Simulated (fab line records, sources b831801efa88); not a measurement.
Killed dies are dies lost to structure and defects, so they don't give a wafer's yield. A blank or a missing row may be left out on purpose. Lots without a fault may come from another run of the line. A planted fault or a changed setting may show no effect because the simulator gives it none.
A sampling plan put to the test | flow gf180mcu | one fab line, 57 faults that these records tell of, each judged on the records of the lots that it struck
The plan is the line's own looks: the steps of the route at which a gauge or an inspection reads the wafer and doesn't change it. A look can be judged if struck wafers have a number there and the file gives its usual mean and standard deviation on fault-free wafers. Caught: at a look after the fault's first step, the mean of the struck wafers lies 4 or more of those standard deviations (sigma) from the usual mean. On the tool: the same test on the tool's own readings at the fault's steps. Another recipe on the struck wafers, or a record that is blank for them alone, also counts as caught.

THE FAULTS, as the simulator had put them in
1. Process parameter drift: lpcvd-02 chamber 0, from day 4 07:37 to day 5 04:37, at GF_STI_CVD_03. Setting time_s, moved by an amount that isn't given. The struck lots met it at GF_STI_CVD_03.
2. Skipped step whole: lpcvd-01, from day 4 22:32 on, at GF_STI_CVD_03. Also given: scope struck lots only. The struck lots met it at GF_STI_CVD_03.
3. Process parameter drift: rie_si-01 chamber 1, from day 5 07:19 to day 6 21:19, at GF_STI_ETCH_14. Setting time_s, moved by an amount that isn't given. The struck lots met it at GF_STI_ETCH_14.
4. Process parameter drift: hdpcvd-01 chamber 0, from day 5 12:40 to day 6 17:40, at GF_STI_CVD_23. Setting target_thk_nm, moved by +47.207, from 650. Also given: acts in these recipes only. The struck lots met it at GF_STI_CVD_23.
5. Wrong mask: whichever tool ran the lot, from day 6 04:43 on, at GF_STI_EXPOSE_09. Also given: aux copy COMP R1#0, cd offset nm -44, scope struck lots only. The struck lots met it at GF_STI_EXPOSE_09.
6. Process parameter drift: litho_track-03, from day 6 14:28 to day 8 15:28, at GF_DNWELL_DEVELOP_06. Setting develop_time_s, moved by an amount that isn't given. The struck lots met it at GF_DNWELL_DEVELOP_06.
7. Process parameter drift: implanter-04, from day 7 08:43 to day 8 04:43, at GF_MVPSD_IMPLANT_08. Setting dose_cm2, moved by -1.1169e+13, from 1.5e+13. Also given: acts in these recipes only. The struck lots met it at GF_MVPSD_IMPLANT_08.
8. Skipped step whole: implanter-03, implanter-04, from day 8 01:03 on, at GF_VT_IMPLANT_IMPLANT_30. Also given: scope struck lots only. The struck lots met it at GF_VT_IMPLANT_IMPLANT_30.
9. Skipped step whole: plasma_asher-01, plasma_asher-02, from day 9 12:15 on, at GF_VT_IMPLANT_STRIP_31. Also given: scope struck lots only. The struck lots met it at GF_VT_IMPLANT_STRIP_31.
10. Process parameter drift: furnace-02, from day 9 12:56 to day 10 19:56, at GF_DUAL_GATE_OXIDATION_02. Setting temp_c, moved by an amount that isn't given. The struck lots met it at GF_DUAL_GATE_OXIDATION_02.
11. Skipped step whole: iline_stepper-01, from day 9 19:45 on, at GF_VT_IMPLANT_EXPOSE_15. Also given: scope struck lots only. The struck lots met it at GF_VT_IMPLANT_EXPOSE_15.
12. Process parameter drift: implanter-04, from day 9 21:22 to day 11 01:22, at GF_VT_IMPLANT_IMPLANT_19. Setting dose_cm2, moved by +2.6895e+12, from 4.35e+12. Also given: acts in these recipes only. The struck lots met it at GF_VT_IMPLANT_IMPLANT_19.
13. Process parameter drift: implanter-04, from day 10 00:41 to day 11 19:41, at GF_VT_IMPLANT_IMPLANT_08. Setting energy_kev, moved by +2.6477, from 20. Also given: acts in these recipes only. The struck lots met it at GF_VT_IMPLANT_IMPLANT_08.
14. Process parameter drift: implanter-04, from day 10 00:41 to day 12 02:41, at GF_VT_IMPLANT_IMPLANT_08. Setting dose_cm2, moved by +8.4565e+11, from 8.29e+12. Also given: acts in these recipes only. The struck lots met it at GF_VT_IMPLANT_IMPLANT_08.
15. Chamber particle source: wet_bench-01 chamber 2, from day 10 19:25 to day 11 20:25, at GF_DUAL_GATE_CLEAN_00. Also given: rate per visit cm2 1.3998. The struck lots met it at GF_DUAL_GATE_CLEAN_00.
16. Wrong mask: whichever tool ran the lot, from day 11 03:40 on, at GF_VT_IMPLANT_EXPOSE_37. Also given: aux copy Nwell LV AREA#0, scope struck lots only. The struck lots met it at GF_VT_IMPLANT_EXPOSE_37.
17. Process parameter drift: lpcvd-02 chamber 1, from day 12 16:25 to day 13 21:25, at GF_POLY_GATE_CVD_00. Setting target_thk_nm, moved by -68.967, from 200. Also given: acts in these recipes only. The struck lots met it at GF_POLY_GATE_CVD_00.
18. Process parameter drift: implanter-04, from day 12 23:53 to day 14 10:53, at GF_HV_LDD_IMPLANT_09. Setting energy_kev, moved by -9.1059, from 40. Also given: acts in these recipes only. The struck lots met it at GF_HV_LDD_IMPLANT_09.
19. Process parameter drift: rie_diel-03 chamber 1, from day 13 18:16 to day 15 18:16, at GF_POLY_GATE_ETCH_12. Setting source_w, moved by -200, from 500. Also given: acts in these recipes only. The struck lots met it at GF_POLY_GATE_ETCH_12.
20. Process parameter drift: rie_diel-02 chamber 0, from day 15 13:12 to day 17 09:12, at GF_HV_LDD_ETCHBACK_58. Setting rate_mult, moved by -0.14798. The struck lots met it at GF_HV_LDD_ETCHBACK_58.
21. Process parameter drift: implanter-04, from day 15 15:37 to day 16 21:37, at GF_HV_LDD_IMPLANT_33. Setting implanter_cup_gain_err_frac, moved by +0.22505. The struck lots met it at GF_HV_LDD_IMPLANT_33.
22. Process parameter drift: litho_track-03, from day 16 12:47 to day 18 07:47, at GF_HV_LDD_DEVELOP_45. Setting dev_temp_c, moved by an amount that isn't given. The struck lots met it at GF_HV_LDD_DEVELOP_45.
23. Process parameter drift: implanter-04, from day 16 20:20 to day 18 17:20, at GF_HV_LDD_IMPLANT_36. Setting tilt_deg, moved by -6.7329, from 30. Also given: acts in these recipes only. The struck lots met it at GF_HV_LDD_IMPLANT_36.
24. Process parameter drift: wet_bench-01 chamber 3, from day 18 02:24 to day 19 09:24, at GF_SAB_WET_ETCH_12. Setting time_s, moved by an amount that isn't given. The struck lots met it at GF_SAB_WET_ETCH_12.
25. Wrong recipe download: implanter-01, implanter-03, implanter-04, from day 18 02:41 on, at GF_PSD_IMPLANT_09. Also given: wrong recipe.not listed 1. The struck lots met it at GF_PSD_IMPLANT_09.
26. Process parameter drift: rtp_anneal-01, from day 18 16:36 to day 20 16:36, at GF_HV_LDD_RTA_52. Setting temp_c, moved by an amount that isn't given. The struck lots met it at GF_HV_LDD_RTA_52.
27. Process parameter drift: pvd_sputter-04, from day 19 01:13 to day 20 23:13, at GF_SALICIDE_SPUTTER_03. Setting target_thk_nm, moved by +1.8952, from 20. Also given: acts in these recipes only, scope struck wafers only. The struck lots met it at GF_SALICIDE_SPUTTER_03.
28. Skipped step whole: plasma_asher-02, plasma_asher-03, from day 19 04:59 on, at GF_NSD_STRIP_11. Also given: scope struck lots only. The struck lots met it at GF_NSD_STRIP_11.
29. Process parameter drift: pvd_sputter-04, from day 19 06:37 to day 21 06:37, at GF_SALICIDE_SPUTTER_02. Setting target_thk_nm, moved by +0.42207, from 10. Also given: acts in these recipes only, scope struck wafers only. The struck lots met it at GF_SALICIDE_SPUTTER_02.
30. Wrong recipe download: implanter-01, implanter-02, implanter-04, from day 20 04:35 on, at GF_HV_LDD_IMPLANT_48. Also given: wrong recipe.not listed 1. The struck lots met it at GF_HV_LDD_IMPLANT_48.
31. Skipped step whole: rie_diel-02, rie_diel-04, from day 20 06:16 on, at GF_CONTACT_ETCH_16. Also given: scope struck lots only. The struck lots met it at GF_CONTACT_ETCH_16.
32. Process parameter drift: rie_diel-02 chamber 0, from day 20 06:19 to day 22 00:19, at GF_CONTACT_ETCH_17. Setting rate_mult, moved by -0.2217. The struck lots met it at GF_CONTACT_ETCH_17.
33. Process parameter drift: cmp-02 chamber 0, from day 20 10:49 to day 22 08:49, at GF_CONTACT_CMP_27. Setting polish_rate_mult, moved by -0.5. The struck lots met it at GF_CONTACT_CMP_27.
34. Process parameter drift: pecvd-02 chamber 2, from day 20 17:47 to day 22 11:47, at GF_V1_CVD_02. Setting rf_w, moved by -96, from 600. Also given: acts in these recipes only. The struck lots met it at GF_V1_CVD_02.
35. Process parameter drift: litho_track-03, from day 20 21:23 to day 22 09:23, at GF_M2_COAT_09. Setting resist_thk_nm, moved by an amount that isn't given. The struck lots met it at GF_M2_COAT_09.
36. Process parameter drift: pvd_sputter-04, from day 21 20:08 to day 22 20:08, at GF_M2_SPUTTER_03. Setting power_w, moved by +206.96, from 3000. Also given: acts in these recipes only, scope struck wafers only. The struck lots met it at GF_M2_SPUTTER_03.
37. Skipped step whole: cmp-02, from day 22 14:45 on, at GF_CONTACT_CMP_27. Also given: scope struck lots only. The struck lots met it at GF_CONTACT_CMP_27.
38. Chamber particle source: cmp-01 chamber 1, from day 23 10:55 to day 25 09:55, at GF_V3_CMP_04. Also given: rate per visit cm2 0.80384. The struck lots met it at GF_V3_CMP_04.
39. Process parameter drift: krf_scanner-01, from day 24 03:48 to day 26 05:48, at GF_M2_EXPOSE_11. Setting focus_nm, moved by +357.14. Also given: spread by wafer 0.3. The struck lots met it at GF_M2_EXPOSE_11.
40. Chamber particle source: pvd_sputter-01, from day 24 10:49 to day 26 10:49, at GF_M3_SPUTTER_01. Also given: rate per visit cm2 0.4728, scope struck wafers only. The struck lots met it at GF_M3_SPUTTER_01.
41. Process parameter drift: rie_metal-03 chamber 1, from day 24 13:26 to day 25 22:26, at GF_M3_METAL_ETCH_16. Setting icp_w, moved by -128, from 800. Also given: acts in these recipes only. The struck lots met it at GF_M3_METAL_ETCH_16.
42. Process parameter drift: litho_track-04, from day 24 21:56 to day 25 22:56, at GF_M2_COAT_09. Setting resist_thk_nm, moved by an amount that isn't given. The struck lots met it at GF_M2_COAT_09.
43. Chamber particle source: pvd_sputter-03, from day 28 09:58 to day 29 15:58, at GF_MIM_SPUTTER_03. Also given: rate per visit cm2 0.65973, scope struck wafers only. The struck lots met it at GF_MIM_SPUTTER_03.
44. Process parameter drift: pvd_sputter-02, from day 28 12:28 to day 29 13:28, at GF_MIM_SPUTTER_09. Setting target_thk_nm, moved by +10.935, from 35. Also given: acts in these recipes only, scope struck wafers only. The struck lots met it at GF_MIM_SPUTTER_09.
45. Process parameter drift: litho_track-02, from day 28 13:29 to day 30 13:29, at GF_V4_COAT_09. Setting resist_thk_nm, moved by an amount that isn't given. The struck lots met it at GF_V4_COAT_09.
46. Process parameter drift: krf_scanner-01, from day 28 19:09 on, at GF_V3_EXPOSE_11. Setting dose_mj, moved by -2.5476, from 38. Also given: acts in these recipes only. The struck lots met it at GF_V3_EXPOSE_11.
47. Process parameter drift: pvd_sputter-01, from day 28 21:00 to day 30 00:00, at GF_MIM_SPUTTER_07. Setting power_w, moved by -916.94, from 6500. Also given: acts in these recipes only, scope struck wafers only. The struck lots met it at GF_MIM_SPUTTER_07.
48. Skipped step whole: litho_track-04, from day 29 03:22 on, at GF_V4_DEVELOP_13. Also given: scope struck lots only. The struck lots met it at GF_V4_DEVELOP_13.
49. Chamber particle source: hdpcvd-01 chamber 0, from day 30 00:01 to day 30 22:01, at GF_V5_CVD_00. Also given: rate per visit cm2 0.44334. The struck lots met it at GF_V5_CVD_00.
50. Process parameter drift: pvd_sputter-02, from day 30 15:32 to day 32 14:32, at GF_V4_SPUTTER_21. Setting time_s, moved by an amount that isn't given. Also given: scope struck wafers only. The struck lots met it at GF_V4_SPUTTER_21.
51. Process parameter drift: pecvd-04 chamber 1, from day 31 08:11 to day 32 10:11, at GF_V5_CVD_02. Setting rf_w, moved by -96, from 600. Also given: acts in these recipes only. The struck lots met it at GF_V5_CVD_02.
52. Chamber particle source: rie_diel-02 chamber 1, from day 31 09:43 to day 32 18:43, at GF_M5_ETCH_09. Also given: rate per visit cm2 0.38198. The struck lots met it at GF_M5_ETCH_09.
53. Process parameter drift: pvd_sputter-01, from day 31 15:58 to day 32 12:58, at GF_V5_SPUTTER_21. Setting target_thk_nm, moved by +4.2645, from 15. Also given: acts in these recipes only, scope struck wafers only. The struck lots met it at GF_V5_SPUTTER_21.
54. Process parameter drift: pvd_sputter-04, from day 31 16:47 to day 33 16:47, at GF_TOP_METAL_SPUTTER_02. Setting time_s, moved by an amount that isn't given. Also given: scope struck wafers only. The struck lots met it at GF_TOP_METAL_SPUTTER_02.
55. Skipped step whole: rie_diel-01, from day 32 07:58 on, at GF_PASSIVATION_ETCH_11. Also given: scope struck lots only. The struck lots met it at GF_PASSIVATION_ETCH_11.
56. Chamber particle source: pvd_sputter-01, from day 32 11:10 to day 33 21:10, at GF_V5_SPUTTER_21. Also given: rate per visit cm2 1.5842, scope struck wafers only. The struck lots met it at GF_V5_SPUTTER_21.
57. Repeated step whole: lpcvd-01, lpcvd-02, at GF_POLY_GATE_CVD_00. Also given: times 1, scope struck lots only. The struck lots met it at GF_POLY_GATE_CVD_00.

WHAT THE PLAN SAW
fault | on the tool itself                               | first look that catches it                      | reading, sigma                                             | median hours from its first step to that look | hours from the fault's start to the first struck lot there | judged looks passed uncaught
1     | no reading that can be judged                    | GF_STI_THK_MEAS_04                              | STI_CVD_03_THK -14                                         | 2.0                                           | 15                                                         | 0
2     | the tool's record is blank for the struck wafers | no look after it can be judged                  | -                                                          | -                                             | -                                                          | 0
3     | run_length_s -47 sigma                           | none of the 2 looks that can be judged after it | -                                                          | -                                             | -                                                          | 2
4     | no reading that can be judged                    | GF_STI_THK_MEAS_24                              | STI_CVD_23_THK +7.6                                        | 0.1                                           | 3                                                          | 0
5     | under 2 sigma                                    | GF_STI_CD_MEAS_12                               | cd_nm -34                                                  | 7.1                                           | 9                                                          | 0
6     | no reading that can be judged                    | no look after it can be judged                  | -                                                          | -                                             | -                                                          | 0
7     | dose_ions_cm2 -99 or beyond sigma                | GF_MVPSD_TW_MEAS_11                             | MVPSD_TW -31                                               | 0.4                                           | 3                                                          | 0
8     | the tool's record is blank for the struck wafers | GF_VT_IMPLANT_TW_MEAS_32                        | VT_IMPLANT_3_TW -91                                        | 0.2                                           | 1                                                          | 0
9     | the tool's record is blank for the struck wafers | GF_VT_IMPLANT_TW_MEAS_43                        | VT_IMPLANT_4_TW -99 or beyond                              | 18.8                                          | 20                                                         | 0
10    | tube_center_temp_C -43 sigma                     | none of the 2 looks that can be judged after it | -                                                          | -                                             | -                                                          | 2
11    | no reading that can be judged                    | no look after it can be judged                  | -                                                          | -                                             | -                                                          | 0
12    | dose_ions_cm2 +99 or beyond sigma                | GF_VT_IMPLANT_TW_MEAS_21                        | VT_IMPLANT_2_TW +18                                        | 0.2                                           | 6                                                          | 0
13    | beam_energy_keV +99 or beyond sigma              | GF_VT_IMPLANT_TW_MEAS_10                        | VT_IMPLANT_TW +4.4                                         | 0.2                                           | 16                                                         | 0
14    | dose_ions_cm2 +87 sigma                          | GF_VT_IMPLANT_TW_MEAS_10                        | VT_IMPLANT_TW +4.2                                         | 0.2                                           | 16                                                         | 0
15    | no reading that can be judged                    | no look after it can be judged                  | -                                                          | -                                             | -                                                          | 0
16    | no reading that can be judged                    | GF_VT_IMPLANT_TW_MEAS_43                        | VT_IMPLANT_4_TW -99 or beyond                              | 9.5                                           | 13                                                         | 0
17    | under 2 sigma                                    | GF_POLY_GATE_THK_MEAS_01                        | POLY_GATE_CVD_00_THK -35                                   | 1.3                                           | 19                                                         | 0
18    | beam_energy_keV -99 or beyond sigma              | GF_HV_LDD_TW_MEAS_11                            | HV_LDD_TW -6.8                                             | 0.2                                           | 0                                                          | 0
19    | rf_fwd_power_W -99 or beyond sigma               | none of the 3 looks that can be judged after it | strongest: cd_nm at GF_POLY_GATE_CD_MEAS_18, +2.9          | -                                             | -                                                          | 3
20    | under 2 sigma                                    | none of the 6 looks that can be judged after it | -                                                          | -                                             | -                                                          | 6
21    | faraday_current_uA +10 sigma                     | not the one look that can be judged after it    | strongest: HV_LDD_RS at GF_HV_LDD_RS_MEAS_53, +3.8         | -                                             | -                                                          | 1
22    | developer_temp_C -23 sigma                       | not the one look that can be judged after it    | strongest: cd_nm at GF_HV_LDD_CD_MEAS_46, +3.7             | -                                             | -                                                          | 1
23    | tilt_deg -99 or beyond sigma                     | not the one look that can be judged after it    | -                                                          | -                                             | -                                                          | 1
24    | run_length_s +16 sigma                           | no look after it can be judged                  | -                                                          | -                                             | -                                                          | 0
25    | under 2 sigma                                    | GF_PSD_TW_MEAS_11                               | PSD_TW -39                                                 | 0.2                                           | 1                                                          | 0
26    | wafer_temp_C_max -91 sigma                       | none of the 2 looks that can be judged after it | strongest: HV_LDD_RS at GF_HV_LDD_RS_MEAS_53, -3.4         | -                                             | -                                                          | 2
27    | under 2 sigma                                    | GF_SALICIDE_THK_MEAS_05                         | SALICIDE_TIN_THK +11                                       | 0.1                                           | 9                                                          | 0
28    | the tool's record is blank for the struck wafers | GF_PSD_TW_MEAS_11                               | PSD_TW -99 or beyond                                       | 25.0                                          | 30                                                         | 0
29    | under 2 sigma                                    | none of the 2 looks that can be judged after it | strongest: SALICIDE_TIN_RS at GF_SALICIDE_RS_MEAS_04, -3.2 | -                                             | -                                                          | 2
30    | under 2 sigma                                    | GF_HV_LDD_TW_MEAS_50                            | HV_LDD_4_TW +44                                            | 0.2                                           | 3                                                          | 0
31    | the tool's record is blank for the struck wafers | no look after it can be judged                  | -                                                          | -                                             | -                                                          | 0
32    | under 2 sigma                                    | not the one look that can be judged after it    | -                                                          | -                                             | -                                                          | 1
33    | overpolish_run_s -99 or beyond sigma             | no look after it can be judged                  | -                                                          | -                                             | -                                                          | 0
34    | rf_fwd_power_W -50 sigma                         | not the one look that can be judged after it    | strongest: V1_CVD_02_THK at GF_V1_THK_MEAS_03, -3.0        | -                                             | -                                                          | 1
35    | no reading that can be judged                    | GF_M2_CD_MEAS_14                                | cd_nm +4.4                                                 | 12.3                                          | 21                                                         | 0
36    | cathode_dc_power_W +99 or beyond sigma           | no look after it can be judged                  | -                                                          | -                                             | -                                                          | 0
37    | the tool's record is blank for the struck wafers | no look after it can be judged                  | -                                                          | -                                             | -                                                          | 0
38    | under 2 sigma                                    | not the one look that can be judged after it    | -                                                          | -                                             | -                                                          | 1
39    | under 2 sigma                                    | GF_M2_CD_MEAS_14                                | cd_nm -31                                                  | 10.7                                          | 14                                                         | 0
40    | under 2 sigma                                    | no look after it can be judged                  | -                                                          | -                                             | -                                                          | 0
41    | rf_fwd_power_W -49 sigma                         | no look after it can be judged                  | -                                                          | -                                             | -                                                          | 0
42    | no reading that can be judged                    | not the one look that can be judged after it    | -                                                          | -                                             | -                                                          | 1
43    | under 2 sigma                                    | no look after it can be judged                  | -                                                          | -                                             | -                                                          | 0
44    | under 2 sigma                                    | no look after it can be judged                  | -                                                          | -                                             | -                                                          | 0
45    | no reading that can be judged                    | none of the 2 looks that can be judged after it | -                                                          | -                                             | -                                                          | 2
46    | exposure_dose_mJ_cm2 -65 sigma                   | GF_V3_CD_MEAS_14                                | cd_nm -9.3                                                 | 9.5                                           | 11                                                         | 0
47    | cathode_dc_power_W -99 or beyond sigma           | no look after it can be judged                  | -                                                          | -                                             | -                                                          | 0
48    | no reading that can be judged                    | no look after it can be judged                  | -                                                          | -                                             | -                                                          | 0
49    | under 2 sigma                                    | no look after it can be judged                  | -                                                          | -                                             | -                                                          | 0
50    | under 2 sigma                                    | no look after it can be judged                  | -                                                          | -                                             | -                                                          | 0
51    | rf_fwd_power_W -50 sigma                         | GF_V5_THK_MEAS_03                               | V5_CVD_02_THK -5.2                                         | 0.1                                           | 4                                                          | 0
52    | under 2 sigma                                    | not the one look that can be judged after it    | -                                                          | -                                             | -                                                          | 1
53    | under 2 sigma                                    | no look after it can be judged                  | -                                                          | -                                             | -                                                          | 0
54    | under 2 sigma                                    | GF_TOP_METAL_RS_MEAS_05                         | TOP_METAL_ALCU_RS +6.1                                     | 0.1                                           | 15                                                         | 0
55    | the tool's record is blank for the struck wafers | no look after it can be judged                  | -                                                          | -                                             | -                                                          | 0
56    | under 2 sigma                                    | no look after it can be judged                  | -                                                          | -                                             | -                                                          | 0
57    | no reading that can be judged                    | GF_POLY_GATE_THK_MEAS_01                        | POLY_GATE_CVD_00_THK +99 or beyond                         | 4.7                                           | -                                                          | 0
A dash: the fault isn't caught, or these records don't give the number.

Caught at a look: 22 of 57. Caught on the tool: 27 of 57. By one or the other: 39 of 57.
Caught on the tool alone: faults 2, 3, 10, 19, 21, 22, 23, 24, 26, 31, 33, 34, 36, 37, 41, 47, 55.
Caught at a look alone: faults 1, 4, 5, 16, 17, 25, 27, 30, 35, 39, 54, 57.
Caught by neither: faults 6, 11, 15, 20, 29, 32, 38, 40, 42, 43, 44, 45, 48, 49, 50, 52, 53, 56.

THINNER SAMPLING
If the look that catches a fault measured only every second or every third lot, by lot number, the first struck lot would be measured this late in the worst case:
fault | struck lots at that look, in order of time | every lot | every second lot | every third lot
1     | L470                                       | 15 h      | may miss it      | may miss it
4     | L540, L541, L542                           | 3 h       | 6 h              | 14 h
5     | L579                                       | 9 h       | may miss it      | may miss it
7     | L987, L988                                 | 3 h       | 11 h             | may miss all 2
8     | L708, L710, L711                           | 1 h       | 10 h             | may miss all 3
9     | L207, L208, L209                           | 20 h      | 30 h             | 41 h
12    | L759, L760                                 | 6 h       | 9 h              | may miss all 2
13    | L867, L869, L870                           | 16 h      | 36 h             | may miss all 3
14    | L238, L240                                 | 16 h      | may miss all 2   | may miss all 2
16    | L373                                       | 13 h      | may miss it      | may miss it
17    | L608                                       | 19 h      | may miss it      | may miss it
18    | L673, L674, L676                           | 0 h       | 0 h              | may miss all 3
25    | L551, L553, L554                           | 1 h       | 22 h             | may miss all 3
27    | L130                                       | 9 h       | may miss it      | may miss it
28    | L796, L797                                 | 30 h      | 31 h             | may miss all 2
30    | L239, L240                                 | 3 h       | 12 h             | may miss all 2
35    | L403, L404                                 | 21 h      | 36 h             | may miss all 2
39    | L244, L245                                 | 14 h      | 24 h             | may miss all 2
46    | L772, L773                                 | 11 h      | 16 h             | may miss all 2
51    | L491, L492                                 | 4 h       | 13 h             | may miss all 2
54    | L152                                       | 15 h      | may miss it      | may miss it
Hours are from the fault's start to the first struck lot that is measured. The limit of 4 sigma was tested on all struck wafers together, so one lot alone may lie under it. Other struck lots may not be in these records.

THE LONGEST TIMED WAY FROM STEP TO LOOK
Fault 28: a median of 25.0 hours passes between GF_NSD_STRIP_11 and GF_PSD_TW_MEAS_11. No look between them can be judged.
